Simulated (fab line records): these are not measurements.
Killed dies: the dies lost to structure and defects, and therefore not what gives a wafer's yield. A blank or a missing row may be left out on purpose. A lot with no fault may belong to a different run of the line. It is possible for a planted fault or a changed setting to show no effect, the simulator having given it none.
2 desks, one fault    flow gf180mcu    what lay behind the numbers comes last; until then each desk has only its own

## METROLOGY DESK
What the gauges read for every lot (on any tool): the sampled wafers with a number, averaged. If a lot's mean is further than 4 standard deviations from the usual mean, the lot is out of limits and carries the mark OUT (the distance appears in the brackets).
Columns: A = cd nm at GF_M1_CD_MEAS_14, usual 229.8 nm
lot   first seen here  A
L439  day 17 04:25     228.5
L441  day 17 16:00     229.5
L443  day 18 04:03     228.6
L444  day 18 11:56     228.2
L446  day 20 02:33     229.0
L454  day 22 12:02     227.6
L455  day 22 16:43     229.1
L457  day 23 12:05     230.8
L459  day 24 12:42     230.1
L461  day 24 23:02     229.5
L460  day 24 23:58     232.7
L462  day 25 19:52     230.1
This desk's finding: nothing out of limits on any of the 12 lots.

## THE TOOL OWNER'S DESK: krf scanner-01
The tool's own readings at GF_M1_EXPOSE_11 (exposes mask Metal1, target cd 230 nm): means of the sampled wafers that have a number, for each lot that ran on this tool. If a lot's mean is further than 4 standard deviations from the usual mean, the lot is out of limits and carries the mark OUT (the distance appears in the brackets).
Columns: A = exposure dose mJ cm2 at GF_M1_EXPOSE_11, usual 27.95; B = focus offset nm at GF_M1_EXPOSE_11, usual 0.2 nm; C = stage vel mm s at GF_M1_EXPOSE_11, usual 500.02 mm/s
lot   first seen here  A      B     C
L441  day 17 04:35     27.97  -0.4  499.61
L444  day 17 23:53     27.99  0.0   500.07
L446  day 19 14:31     28.02  -0.1  499.67
L454  day 22 00:55     27.94  0.3   499.85
L455  day 22 05:02     27.98  0.4   500.18
L461  day 24 12:38     28.00  0.7   499.65
L460  day 24 13:07     27.94  0.2   499.78
This desk's finding: nothing out of limits on any of the 7 lots.

## TAKEN TOGETHER
The metrology desk saw nothing out of limits.
The desk of the tool owner found nothing out of limits.

## WHAT THE SIMULATOR PUT IN
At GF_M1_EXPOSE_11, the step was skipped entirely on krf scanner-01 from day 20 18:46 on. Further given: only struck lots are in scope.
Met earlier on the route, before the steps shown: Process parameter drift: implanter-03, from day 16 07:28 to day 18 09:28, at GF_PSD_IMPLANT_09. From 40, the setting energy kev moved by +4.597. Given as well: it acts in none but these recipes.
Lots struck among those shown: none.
